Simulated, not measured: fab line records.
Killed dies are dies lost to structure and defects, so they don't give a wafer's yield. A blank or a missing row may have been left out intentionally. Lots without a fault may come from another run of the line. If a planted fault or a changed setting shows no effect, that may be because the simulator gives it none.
Problem report in the 8D (eight disciplines) form, filled by code	flow sky130	the parts of the form that need people (team, actions taken, sign-off) are left out

## 1. WHAT IS WRONG
At SKY_LDD_N_IMPLANT_09, beamEnergyKeV averages 17.755 over 6 wafers from 2 lots, while fault-free wafers read 20.001, standard deviation 0.0065. So: -99 or more standard deviations from the usual mean.
Earliest sighting: wafer L255.2 on implanter-01 at day 21 00:29. The record holds 18 wafers of 6 lots with a number at this step. The rule behind "out" and "out of limits": a value lying over 4 standard deviations away from the usual mean. All remaining wafers that have a number are taken as sound.

## 2. WHAT IT IS, WHAT IT ISN'T
question	is	is not
which readings at this step	beamEnergyKeV	-
which lots	L255, L256	L249, L254, L266, L268
which wafers of those lots	all that have a number	-
read on which tools	implanter-01	implanter-03, implanter-04
when	from day 21 00:29	up to then (3 sound wafers); but 9 sound wafers of L254, L266, L268 came after

## 3. SUSPECTS, AND WHAT RULES EACH OUT
Counting: any tool at a process step up to the reading is kept as a suspect provided that every lot that is out went through it and no sound lot did after the first of them.
- implanter-01 at SKY_LDD_N_IMPLANT_09: ruled out as a lasting fault. After its first lot that is out, L255 (day 21 00:29), sound lots L266 ran on it.
Left after counting: nothing in the record.

## 4. THE CAUSE (what the simulator had put in)
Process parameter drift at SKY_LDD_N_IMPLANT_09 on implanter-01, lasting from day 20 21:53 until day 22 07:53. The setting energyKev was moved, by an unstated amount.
Counting ruled it out, wrongly.

## 5. SEQUENCE OF EFFECTS, ordered by route
One row per reading whose mean, taken over the struck wafers that have a number, lies over 3 standard deviations from the usual. Readings are gone through only where the record gives a usual standard deviation; hours: the median, over the lots, of the time from a lot's start at the first step in this table giving one to that lot's start at this step; sigmas: the change measured in usual standard deviations.
hours	step	reading	usual	on struck wafers	change	sigmas
0	SKY_LDD_N_IMPLANT_09	beamEnergyKeV	20.001	17.755	-2.246	-99 or more
It contains these process steps:
- SKY_LDD_N_IMPLANT_09

## 6. WHAT WOULD HAVE CAUGHT IT SOONER
3 hours passed between the start of the fault at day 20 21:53 and the first reading out of limits in this record, taken at day 21 00:29.
